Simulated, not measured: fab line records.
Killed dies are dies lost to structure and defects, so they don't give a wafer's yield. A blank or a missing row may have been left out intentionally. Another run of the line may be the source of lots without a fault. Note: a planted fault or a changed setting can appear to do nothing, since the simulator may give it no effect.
A lot that was struck, set against a sound lot ; flow sky130 ; 18 steps out of a route of 708
Sound: these wafers, L839.2, L839.4, L839.6. Wafers L836.2, L836.3, L836.6 were the ones struck. The cause comes at the end.
Each step with rows lists, per side, the tool, then ch with its chambers, then its first start. Under that, the readings that differ: sound wafers ; struck wafers ; difference of the means ; sigmas: that difference in standard deviations of wafers without a fault.
alike: readings with means less than 2 such deviations apart, plus words and numbers identical on both sides. not compared: withheld readings, readings lacking a value on some wafer, bounds such as >300 that could conceal the same value, and numbers that have no deviation in the record and whose values overlap.
Wherever a step has rows on one side only, a row that says differs or no value, or a row with sigmas, the two part there. When numbers do not overlap yet have no deviation, they are printed without sigmas and do not part them. A reading missing from all wafers of one side parts the sides only when that side holds two or more wafers.

first, 9 steps without rows for these wafers: SKY_CAP2M_CLEAN_17 (cleans in O3/DIW); SKY_METAL4_DEHYDRATE_05 (time 60 s); SKY_METAL4_HMDS_06 (prime time 60 s); SKY_METAL4_COAT_07 (resist thk 60 nm); SKY_METAL4_COAT_08 (resist thk 1140 nm); SKY_METAL4_SOFTBAKE_09 (time 90 s); SKY_METAL4_EXPOSE_10 (exposes mask MM4, target cd 300 nm); SKY_METAL4_PEB_11; SKY_METAL4_DEVELOP_12 (develop time 60 s).
SKY_METAL4_CD_MEAS_13: target cd 300 nm.
  sound on cd sem-02 at day 47 13:56; struck on cd sem-02 at day 47 07:32
  alike: cd nm
SKY_METAL4_OVL_MEAS_14:
  sound on overlay-01 at day 47 14:02; struck on overlay-02 at day 47 07:39
  alike: METAL4_OVL
SKY_METAL4_DESCUM_15: chemistry O2, time 8 s.
  sound on rie metal-01 ch 1, day 47 14:04; struck on rie metal-04 ch 0, day 47 07:41
  alike: drypump motor current A, oes product au
  not compared: rf hours counter h
SKY_METAL4_ETCH_16: etches BARC in N2/H2, stops on SiO2, time 88.2 s, target depth 60 nm.
  sound on rie metal-01 ch 1, day 47 14:06; struck on rie metal-04 ch 0, day 47 07:46
  no value came back on the struck wafers for any of 6 readings (bias w (W), chamber pressure mTorr (mTorr) and others); on the sound wafers bias w (W) reads 100.10 99.80 99.85
reading;sound;struck;difference;sigmas
model.KrF-thick_of_METAL4_COAT_08.thk nm (nm);1077 1077 1076;1123 1126 1122;+47;
  not compared: rf hours counter h
SKY_METAL4_ETCH_17: etches SiO2 in C4F8/O2/Ar, stops on TiN, time 3.9 s, target depth 15 nm.
  sound on rie diel-03 ch 1,2, day 47 14:12; struck on rie diel-02 ch 0,2,3, day 47 07:56
reading;sound;struck;difference;sigmas
oes product au (a.u.);0.749 0.751 0.757;0.380 0.372 0.372;-0.378;-46
  alike: bias w, chamber pressure mTorr
  not compared: rf hours counter h
SKY_METAL4_METAL_ETCH_18: etches the open film in Cl2/BCl3, stops on SiO2, target depth 845 nm, time 183.1 s.
  sound on rie metal-03 ch 0,1, day 47 14:13; struck on rie metal-03 ch 0, day 47 07:58
reading;sound;struck;difference;sigmas
bcl3 flow sccm (sccm);30.00 29.89 29.84;30.04 30.17 30.08;+0.19;+2
oes product au (a.u.);0.861 0.873 0.861;0.380 0.378 0.380;-0.486;-75
model.KrF-thick_of_METAL4_COAT_08.thk nm (nm);540.8 553 547.5;590.6 590.3 588.8;+42.8;
  alike: bias w, drypump motor current A, throttle valve pct
  not compared: rf hours counter h
SKY_METAL4_STRIP_19: strips in O2/N2.
  sound on plasma asher-02 ch 0,1, day 47 14:24; struck on plasma asher-02 ch 0,1, day 47 08:08
reading;sound;struck;difference;sigmas
oes product au (a.u.);0.505 0.521 0.509;0.530 0.528 0.520;+0.014;+2
strip time to endpoint s (s);6.67 6.79 6.74;7.16 7.16 7.16;+0.43;+4
  alike: drypump motor current A, n2 flow sccm
  not compared: rf hours counter h
then, 1 step without rows for these wafers: SKY_METAL4_STRIP_20 (strips in post etch residue remover, time 1200 s).
-- the record jumps here: 3 days lie between the struck wafers' starts before and after (it left off in module METAL4 and takes up again in module PAD_OPEN, whose first step shown is number 708 of the route) --
SKY_PAD_OPEN_PROBE_99:
  sound on prober-01 at day 50 17:26; struck on prober-01 at day 50 12:47
reading;sound;struck;difference;sigmas
defect limited yield (%);83.5 78.7 83.3;0 0 0;-82;-43
killed_at_M4_up;2 4 3;421 389 396;+399;+99 or more
killed dies;81 105 82;492 492 492;+403;+43
killed on rim;17 18 15;96 96 96;+79;+21
sort_bin_5_function (%);10.0 12.0 9.8;92.7 92.3 90.4;+81.2;+58
sort n pass;411 387 410;0 0 0;-403;-43
sort yield pct (%);83.5 78.7 83.3;0 0 0;-82;-43
  alike: killed_at_M0_to_M3, killed at contacts, killed at front end, killed at other, killed open, killed short, sort_bin_3_pad_short, sort_bin_6_memory

## WHERE THEY PART
Last at SKY_PAD_OPEN_PROBE_99 as far as this record goes, first at SKY_METAL4_ETCH_16.

WHY: what the simulator had put in
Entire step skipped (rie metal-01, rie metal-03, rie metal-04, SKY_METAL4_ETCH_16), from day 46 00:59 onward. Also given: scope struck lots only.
